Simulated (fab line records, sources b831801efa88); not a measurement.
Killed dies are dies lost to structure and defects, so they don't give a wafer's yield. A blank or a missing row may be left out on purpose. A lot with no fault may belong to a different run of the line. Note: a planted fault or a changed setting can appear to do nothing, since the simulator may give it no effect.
A single fault, viewed from 2 desks / flow gf180mcu / every desk sees just its own numbers, and what lay behind them comes last

== TOOL OWNER'S DESK, pvd_sputter-04 ==
At GF_M4_SPUTTER_01 (material TiN, target thk 30 nm, time 25 s) the tool's own readings: per lot run on this tool, the mean of the sampled wafers that have a number. Any lot whose mean is over 4 standard deviations away from the usual mean is out of limits and marked OUT; that distance is given in the brackets.
Columns: A = cathode_dc_power_W at GF_M4_SPUTTER_01, usual 6500.1 W; B = throttle_valve_pct at GF_M4_SPUTTER_01, usual 30.3 %
lot=L890; first seen here=day 24 07:26; A=6499.7; B=31.4
lot=L891; first seen here=day 24 10:02; A=6136.2 (-99 or more) OUT; B=30.7
lot=L892; first seen here=day 25 04:22; A=6136.1 (-99 or more) OUT; B=31.5
lot=L906; first seen here=day 29 02:41; A=6500.3; B=30.9
lot=L908; first seen here=day 30 02:02; A=6500.8; B=31.5
lot=L909; first seen here=day 30 02:44; A=6499.8; B=29.9
This desk's verdict: out of limits on L891, L892, starting with L891 at day 24 10:02 (cathode_dc_power_W at GF_M4_SPUTTER_01). Within limits: L890, L906, L908, L909.

== THE METROLOGY DESK ==
What the gauges read, lot by lot, whatever tool the lot ran on: means of the sampled wafers that have a number. Any lot whose mean is over 4 standard deviations away from the usual mean is out of limits and marked OUT; that distance is given in the brackets.
Columns: A = M4_ALCU_RS at GF_M4_RS_MEAS_05, usual 0.0695 ohm/sq
lot=L888; first seen here=day 23 05:59; A=0.0701
lot=L890; first seen here=day 24 07:34; A=0.0692
lot=L891; first seen here=day 24 10:10; A=0.0697
lot=L892; first seen here=day 25 04:29; A=0.0690
lot=L897; first seen here=day 26 17:40; A=0.0698
lot=L899; first seen here=day 27 06:25; A=0.0714
lot=L902; first seen here=day 27 18:28; A=0.0695
lot=L903; first seen here=day 28 02:22; A=0.0695
lot=L904; first seen here=day 28 12:49; A=0.0699
lot=L906; first seen here=day 29 02:49; A=0.0697
lot=L907; first seen here=day 29 07:40; A=0.0684
lot=L908; first seen here=day 30 02:10; A=0.0692
lot=L909; first seen here=day 30 02:52; A=0.0697
This desk's finding: nothing out of limits on any of the 13 lots.

== ALL TOGETHER ==
At day 24 10:02, on L891, L892, the tool owner's desk was in a position to raise an alarm.
From the metrology desk's view, nothing was out of limits.
The metrology desk has L891, L892 on record, within its limits.
Of the lots named, all ran GF_M4_SPUTTER_01 on pvd_sputter-04.

== WHAT THE SIMULATOR HAD INSERTED ==
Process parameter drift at GF_M4_SPUTTER_01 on pvd_sputter-04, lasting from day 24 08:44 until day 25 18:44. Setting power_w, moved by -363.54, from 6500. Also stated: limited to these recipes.
Lots struck among those shown: L891, L892.
How many hours passed from the start of the fault until each desk's first out-of-limits reading: the tool owner's desk, 1.
